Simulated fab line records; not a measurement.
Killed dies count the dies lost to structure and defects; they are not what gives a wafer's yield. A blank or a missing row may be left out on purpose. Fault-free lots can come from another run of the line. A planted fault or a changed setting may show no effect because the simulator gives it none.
2 desks looking at one fault    flow sky130    each desk has only its own numbers; what lay behind them comes last

AT THE METROLOGY DESK
What the gauges read for every lot (on any tool): the sampled wafers with a number, averaged. A lot is out of limits, marked OUT, if its mean lies more than 4 standard deviations from the usual mean; the brackets give that distance.
Columns: A = LI_CONTACT_BOW at SKY_LI_CONTACT_BOW_MEAS_03, usual 55 um
lot   first seen here  A
L943  day 27 09:20     66
L945  day 27 21:07     58
L944  day 27 21:59     54
L947  day 29 03:07     48
L948  day 29 14:53     56
L949  day 29 17:05     54
L950  day 30 05:39     52
L956  day 32 03:22     53
L958  day 32 21:07     65
L962  day 34 17:31     54
L964  day 35 07:05     56
L965  day 35 08:12     55
L966  day 37 00:51     54
This desk's verdict: no lot among the 13 shows anything out of limits.

THE TOOL OWNER'S DESK: litho-track-01
The tool's own readings at SKY_LI_CONTACT_DEVELOP_11 (develop time 60 s): means of the sampled wafers that have a number, for each lot that ran on this tool. A lot is out of limits, marked OUT, if its mean lies more than 4 standard deviations from the usual mean; the brackets give that distance.
Columns: A = developer-temp-C at SKY_LI_CONTACT_DEVELOP_11, usual 21.00 C; B = exhaust-pa at SKY_LI_CONTACT_DEVELOP_11, usual 45.2 Pa
lot   first seen here  A                 B
L943  day 28 13:00     20.96             45.5
L949  day 30 21:00     21.10             44.6
L950  day 31 09:00     20.89             44.9
L956  day 33 05:00     21.88 (+8.0) OUT  46.1
L958  day 33 23:00     21.99 (+9.0) OUT  45.4
L966  day 38 02:00     21.05             44.5
This desk's finding: out of limits on L956, L958; first on L956, day 33 05:00 (developer-temp-C at SKY_LI_CONTACT_DEVELOP_11). Within limits: L943, L949, L950, L966.

TAKEN TOGETHER
The tool owner's desk could have raised an alarm at day 33 05:00, on L956, L958.
The metrology desk saw nothing out of limits.
The metrology desk has L956, L958 on record, within its limits.
The lots listed all ran SKY_LI_CONTACT_DEVELOP_11 on litho-track-01.

WHAT THE SIMULATOR HAD PUT IN
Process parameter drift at SKY_LI_CONTACT_DEVELOP_11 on litho-track-01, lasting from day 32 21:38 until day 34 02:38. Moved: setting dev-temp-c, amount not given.
Shown lots that were struck: L956, L958.
Each desk's first reading out of limits, in hours after the fault started: the tool owner's desk, 7.
